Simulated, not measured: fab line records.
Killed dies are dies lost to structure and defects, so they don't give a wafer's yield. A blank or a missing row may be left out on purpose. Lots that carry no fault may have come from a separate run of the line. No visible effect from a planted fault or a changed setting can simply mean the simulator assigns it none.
Which tool was responsible?	flow sky130	14 lots, 42 wafers sampled, at 4 steps of a route of 708

WHAT THE GAUGES SHOWED, per wafer
SKY_FIELD_ISO_CD_MEAS_13: the cd target is 150 nm. Usual: 149.4 nm for cd_nm, sd 1.4.
lot	measured	on	cd_nm (nm)	flag
L341	day 2 11:02	cd_sem-01	148.9 149.1 148.9	
L343	day 2 20:58	cd_sem-02	149.9 148.0 149.4	
L345	day 3 06:35	cd_sem-01	151.1 149.5 149.7	
L346	day 3 12:54	cd_sem-02	147.3 148.9 148.7	
L347	day 3 20:40	cd_sem-02	151.1 148.9 148.9	
L349	day 4 03:58	cd_sem-01	149.0 149.4 148.0	
L351	day 4 14:42	cd_sem-01	149.2 148.4 150.0	
L355	day 5 11:22	cd_sem-02	149.6 149.0 148.8	
L356	day 5 16:43	cd_sem-02	148.6 150.8 150.9	
L357	day 5 22:24	cd_sem-02	148.7 150.1 150.0	
L359	day 6 08:13	cd_sem-01	147.2 147.5 149.6	
L361	day 6 16:41	cd_sem-02	151.7 151.7 151.1	
L362	day 7 00:19	cd_sem-01	146.4 148.5 147.6	
L363	day 7 05:42	cd_sem-01	151.6 150.9 151.6	

SKY_NWELL_OVL_MEAS_10. Usual: NWELL_00_OVL gives 0.2 nm (standard deviation 1.3).
lot	measured	on	NWELL_00_OVL (nm)	flag
L341	day 4 21:10	overlay-01	-0.2 -3.8 -0.7	
L343	day 5 11:49	overlay-02	2.2 0.8 1.2	
L345	day 5 21:04	overlay-02	1.8 0.9 2.2	
L349	day 6 18:37	overlay-01	0.3 0.4 -1.3	
L351	day 7 03:23	overlay-02	0.4 -1.3 -0.5	
L355	day 8 16:18	overlay-01	-1.8 -0.5 -1.5	
L356	day 8 20:49	overlay-01	2.2 1.3 2.1	
L357	day 8 19:32	overlay-02	2.1 1.0 -0.2	
L359	day 9 05:56	overlay-02	-1.1 -0.4 -0.2	
L361	day 9 12:49	overlay-02	2.1 0.9 2.6	
L362	day 9 19:59	overlay-02	1.7 -0.7 0.6	
L363	day 10 03:55	overlay-01	0.6 -1.4 0.6	

SKY_NWELL_TW_MEAS_26. Usual: NWELL_2_TW gives 497 (standard deviation 4.1).
lot	measured	on	NWELL_2_TW	flag
L341	day 5 14:43	film_metro-02	495 493 497	
L343	day 6 05:37	film_metro-02	492 490 492	
L345	day 6 15:31	film_metro-03	498 496 498	
L349	day 7 15:02	film_metro-02	492 492 492	
L351	day 8 00:15	film_metro-02	492 490 488	
L355	day 9 14:35	film_metro-03	495 495 496	
L356	day 9 18:37	film_metro-02	491 492 492	
L357	day 9 17:01	film_metro-01	504 502 504	
L359	day 10 04:51	film_metro-03	496 499 501	
L361	day 10 11:31	film_metro-02	492 493 495	
L362	day 10 19:07	film_metro-01	499 498 499	
L363	day 11 03:46	film_metro-01	498 496 500	

WHICH TOOL RAN EACH LOT (tool, then ch and the chambers of the sampled wafers, then the start)
lot	SKY_FIELD_ISO_WET_ETCH_18
L341	wet_bench-03 ch 1, day 2 11:25
L343	wet_bench-02 ch 0, day 2 21:21
L345	wet_bench-02 ch 2, day 3 06:58
L346	wet_bench-02 ch 3, day 3 13:15
L347	wet_bench-03 ch 0, day 3 21:03
L349	wet_bench-03 ch 2, day 4 04:19
L351	wet_bench-03 ch 2, day 4 15:03
L355	wet_bench-03 ch 0, day 5 11:42
L356	wet_bench-04 ch 0, day 5 17:06
L357	wet_bench-03 ch 2, day 5 22:45
L359	wet_bench-03 ch 1, day 6 08:36
L361	wet_bench-03 ch 2, day 6 17:03
L362	wet_bench-03 ch 3, day 7 00:40
L363	wet_bench-02 ch 2, day 7 06:04
- SKY_FIELD_ISO_WET_ETCH_18: etches Si3N4 in H3PO4, target depth 25 nm, time 286 s.

AS READ BY THE TOOLS THEMSELVES (means over the sampled wafers that have a number; for cases with no such wafer, the mark the record gives instead)
SKY_FIELD_ISO_WET_ETCH_18. Usual: bath_guard_temp_C 159.9 C, standard deviation 0.52; bath_heat_duty_pct 27.1 %, standard deviation 2.7.
lot	tool	bath_guard_temp_C (C)	bath_heat_duty_pct (%)	flag
L341	wet_bench-03	160.2	24.3	
L343	wet_bench-02	159.0	31.1	
L345	wet_bench-02	159.6	24.3	
L346	wet_bench-02	-	-	OFF
L347	wet_bench-03	-	-	OFF
L349	wet_bench-03	160.2	27.5	
L351	wet_bench-03	160.1	27.7	
L355	wet_bench-03	159.6	25.8	
L356	wet_bench-04	160.0	30.1	
L357	wet_bench-03	160.2	28.5	
L359	wet_bench-03	160.5	24.1	
L361	wet_bench-03	160.1	26.8	
L362	wet_bench-03	160.3	26.5	
L363	wet_bench-02	160.0	23.8	

THE ANSWER, worked out from the rows above alone
Rule: a lot counts as off when the mean over its wafers that have a number is more than 3 standard deviations away from the usual mean. Also off: a lot with no number at a reading for which 4 or more lots have one. Any other lot the step has rows for is counted as sound. Order of review: gauges by route order, followed by the tools' own readings, for which a lot's mean as printed above is used. At the first step where some lot is off, the reading lying furthest off is the one used; lots without a number count as furthest.
Off, at SKY_FIELD_ISO_WET_ETCH_18 on bath_guard_temp_C: L346, L347. Without a number there: L346, L347.
A tool fits if, at that step or a process step before it, it ran every lot that is off, and no sound lot after the first of them. No candidate that was tried fits.

WHAT THE SIMULATOR HAD PUT IN
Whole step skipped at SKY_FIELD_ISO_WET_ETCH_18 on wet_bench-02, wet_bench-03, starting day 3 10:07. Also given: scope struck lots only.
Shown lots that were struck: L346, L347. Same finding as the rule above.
